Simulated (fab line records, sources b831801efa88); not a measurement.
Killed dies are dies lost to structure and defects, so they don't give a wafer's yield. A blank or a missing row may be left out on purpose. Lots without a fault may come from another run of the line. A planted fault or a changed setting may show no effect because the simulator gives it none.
Which tool did it? | flow sky130 | 12 lots, 36 wafers sampled, at 4 steps of a route of 708

WHAT THE GAUGES READ, wafer by wafer
SKY_METAL3_CD_MEAS_13: target cd 300 nm. Usual: cd_nm 300.4 nm, standard deviation 1.5.
lot  | measured     | on        | cd_nm (nm)        | flag
L767 | day 38 17:11 | cd_sem-01 | 301.3 301.4 300.9 |
L768 | day 38 21:36 | cd_sem-01 | 298.5 297.2 296.5 |
L769 | day 38 22:34 | cd_sem-02 | 302.9 301.8 301.7 |
L770 | day 39 14:36 | cd_sem-02 | 301.0 301.1 299.7 |
L773 | day 40 08:34 | cd_sem-02 | 300.6 299.9 301.3 |
L774 | day 40 13:28 | cd_sem-02 | 301.6 301.1 301.5 |
L776 | day 41 07:14 | cd_sem-01 | 299.7 298.1 299.4 |
L778 | day 41 11:37 | cd_sem-01 | 298.4 300.1 298.9 |
L780 | day 42 07:15 | cd_sem-01 | 303.7 304.5 302.4 |
L783 | day 43 07:12 | cd_sem-01 | 301.7 301.0 301.3 |
L784 | day 43 20:02 | cd_sem-02 | 299.1 301.7 299.4 |
L786 | day 43 22:37 | cd_sem-01 | 299.4 301.0 299.5 |

WHICH TOOL RAN EACH LOT (tool, then ch and the chambers of the sampled wafers, then the start)
lot  | SKY_VIA2_SPUTTER_20          | SKY_VIA2_CMP_24               | SKY_CAPM_METAL_ETCH_13
L767 | pvd_sputter-02, day 36 12:28 | cmp-01 ch 0,2,3, day 36 12:53 | rie_metal-01 ch 0,1, day 37 15:07
L768 | pvd_sputter-01, day 36 16:46 | cmp-01 ch 0,2,3, day 36 17:30 | rie_metal-04 ch 0,1, day 37 19:55
L769 | pvd_sputter-01, day 36 18:03 | cmp-01 ch 0,1,2, day 36 18:28 | rie_metal-03 ch 0,1, day 37 20:59
L770 | pvd_sputter-02, day 37 11:37 | cmp-02 ch 2,3, day 37 12:40   | rie_metal-04 ch 1, day 38 14:28
L773 | pvd_sputter-01, day 38 05:32 | cmp-01 ch 0,2,3, day 38 06:00 | rie_metal-04 ch 0, day 39 07:07
L774 | pvd_sputter-03, day 38 10:47 | cmp-01 ch 1,2,3, day 38 11:15 | rie_metal-04 ch 0, day 39 12:20
L776 | pvd_sputter-02, day 39 02:49 | cmp-01 ch 1,2, day 39 05:07   | rie_metal-01 ch 0,1, day 40 06:32
L778 | pvd_sputter-02, day 39 10:26 | cmp-02 ch 1,2,3, day 39 10:52 | rie_metal-03 ch 0, day 40 10:46
L780 | pvd_sputter-01, day 40 06:27 | cmp-02 ch 0,2,3, day 40 06:49 | rie_metal-03 ch 0,1, day 41 07:32
L783 | pvd_sputter-01, day 41 08:05 | cmp-01 ch 1,2, day 41 08:27   | rie_metal-03 ch 0,1, day 42 08:02
L784 | pvd_sputter-03, day 41 21:03 | cmp-02 ch 0,1,2, day 41 21:25 | rie_metal-01 ch 0,1, day 42 20:53
L786 | pvd_sputter-03, day 41 23:19 | cmp-01 ch 0,3, day 41 23:41   | rie_metal-03 ch 0,1, day 42 23:25
- SKY_VIA2_SPUTTER_20: material TiN, target thk 20 nm, time 80 s.
- SKY_VIA2_CMP_24: polishes, stops on SiO2, t overpolish 20 s, target thk 0 nm.
- SKY_CAPM_METAL_ETCH_13: etches TiN in Cl2/BCl3, stops on SiO2, target depth 220 nm, time 62.9 s.

WHAT THE TOOLS THEMSELVES READ (means of the sampled wafers that have a number; where no wafer has one, the mark that the record gives instead)
SKY_VIA2_SPUTTER_20. Usual: throttle_valve_pct 29.9 %, standard deviation 0.99.
lot  | tool           | throttle_valve_pct (%) | flag
L767 | pvd_sputter-02 | 29.8                   |
L768 | pvd_sputter-01 | 29.7                   |
L769 | pvd_sputter-01 | 29.9                   |
L770 | pvd_sputter-02 | 29.0                   |
L773 | pvd_sputter-01 | 29.6                   |
L774 | pvd_sputter-03 | 29.9                   |
L776 | pvd_sputter-02 | 29.3                   |
L778 | pvd_sputter-02 | 29.7                   |
L780 | pvd_sputter-01 | 29.2                   |
L783 | pvd_sputter-01 | 29.0                   |
L784 | pvd_sputter-03 | 31.2                   |
L786 | pvd_sputter-03 | 30.6                   |

SKY_VIA2_CMP_24. Usual: motor_current_A 11.0 A, standard deviation 1.3; overpolish_run_s 20.000 s, standard deviation 0.0088; slurry_flow_ml_min 150.1, standard deviation 0.44; time_to_endpoint_s 102 s, standard deviation 4.
lot  | tool   | motor_current_A (A) | overpolish_run_s (s) | slurry_flow_ml_min | time_to_endpoint_s (s) | flag
L767 | cmp-01 | 11.8                | 19.997               | 150.1              | 101                    |
L768 | cmp-01 | 12.1                | 20.006               | 150.5              | 108                    |
L769 | cmp-01 | 10.3                | 20.010               | 150.0              | 100                    |
L770 | cmp-02 | 10.1                | 20.001               | 150.1              | 105                    |
L773 | cmp-01 | 11.8                | 20.007               | 149.5              | 104                    |
L774 | cmp-01 | 11.0                | 20.003               | 150.2              | 106                    |
L776 | cmp-01 | 10.8                | 20.002               | 150.3              | 102                    |
L778 | cmp-02 | 10.4                | 20.003               | 150.1              | 103                    |
L780 | cmp-02 | 10.9                | 19.989               | 150.0              | 104                    |
L783 | cmp-01 | 10.4                | 20.005               | 150.3              | 102                    |
L784 | cmp-02 | 11.5                | 20.002               | 149.9              | 104                    |
L786 | cmp-01 | 11.6                | 20.000               | 149.5              | 107                    |

SKY_CAPM_METAL_ETCH_13. Usual: bias_w 48.53 W, standard deviation 0.15; drypump_motor_current_A 5.5 A, standard deviation 0.31; oes_product_au 0.940 a.u., standard deviation 0.0064; throttle_valve_pct 21.902 %, standard deviation 0.0095.
lot  | tool         | bias_w (W) | drypump_motor_current_A (A) | oes_product_au (a.u.) | throttle_valve_pct (%) | flag
L767 | rie_metal-01 | 48.56      | 5.5                         | 0.939                 | 21.912                 |
L768 | rie_metal-04 | 48.44      | 5.4                         | 0.940                 | 21.902                 |
L769 | rie_metal-03 | 48.57      | 5.7                         | 0.942                 | 21.898                 |
L770 | rie_metal-04 | 48.68      | 5.7                         | 0.943                 | 21.901                 |
L773 | rie_metal-04 | 48.38      | 4.8                         | 0.938                 | 21.904                 |
L774 | rie_metal-04 | 48.64      | 4.8                         | 0.945                 | 21.901                 |
L776 | rie_metal-01 | 48.51      | 5.5                         | 0.934                 | 21.911                 |
L778 | rie_metal-03 | 48.66      | 5.6                         | 0.936                 | 21.903                 |
L780 | rie_metal-03 | 48.53      | 5.7                         | 0.935                 | 21.910                 |
L783 | rie_metal-03 | 49.28      | 5.7                         | 0.943                 | 21.906                 | OFF
L784 | rie_metal-01 | 48.54      | 5.5                         | 0.935                 | 21.901                 |
L786 | rie_metal-03 | 49.25      | 5.7                         | 0.946                 | 21.902                 | OFF

THE ANSWER, worked out from the rows above alone
Rule: a lot is off if the mean of its wafers that have a number lies more than 3 standard deviations from the usual mean. A lot without any number at a reading at which 4 lots or more have one is off too. The other lots that the step has rows for count as sound. The gauges are gone through in route order, then the tools' own readings, and for those a lot's mean is taken as printed above. The first step at which some lot is off is used, and at that step the reading that is off furthest; a lot without a number counts as furthest.
Off: L783, L786, at SKY_CAPM_METAL_ETCH_13 (bias_w).
A tool fits if, at that step or a process step before it, it ran every lot that is off, and no sound lot after the first of them. Can't be told from this: 2 tools fit, cmp-01 at SKY_VIA2_CMP_24, rie_metal-03 at SKY_CAPM_METAL_ETCH_13.

WHAT THE SIMULATOR HAD PUT IN
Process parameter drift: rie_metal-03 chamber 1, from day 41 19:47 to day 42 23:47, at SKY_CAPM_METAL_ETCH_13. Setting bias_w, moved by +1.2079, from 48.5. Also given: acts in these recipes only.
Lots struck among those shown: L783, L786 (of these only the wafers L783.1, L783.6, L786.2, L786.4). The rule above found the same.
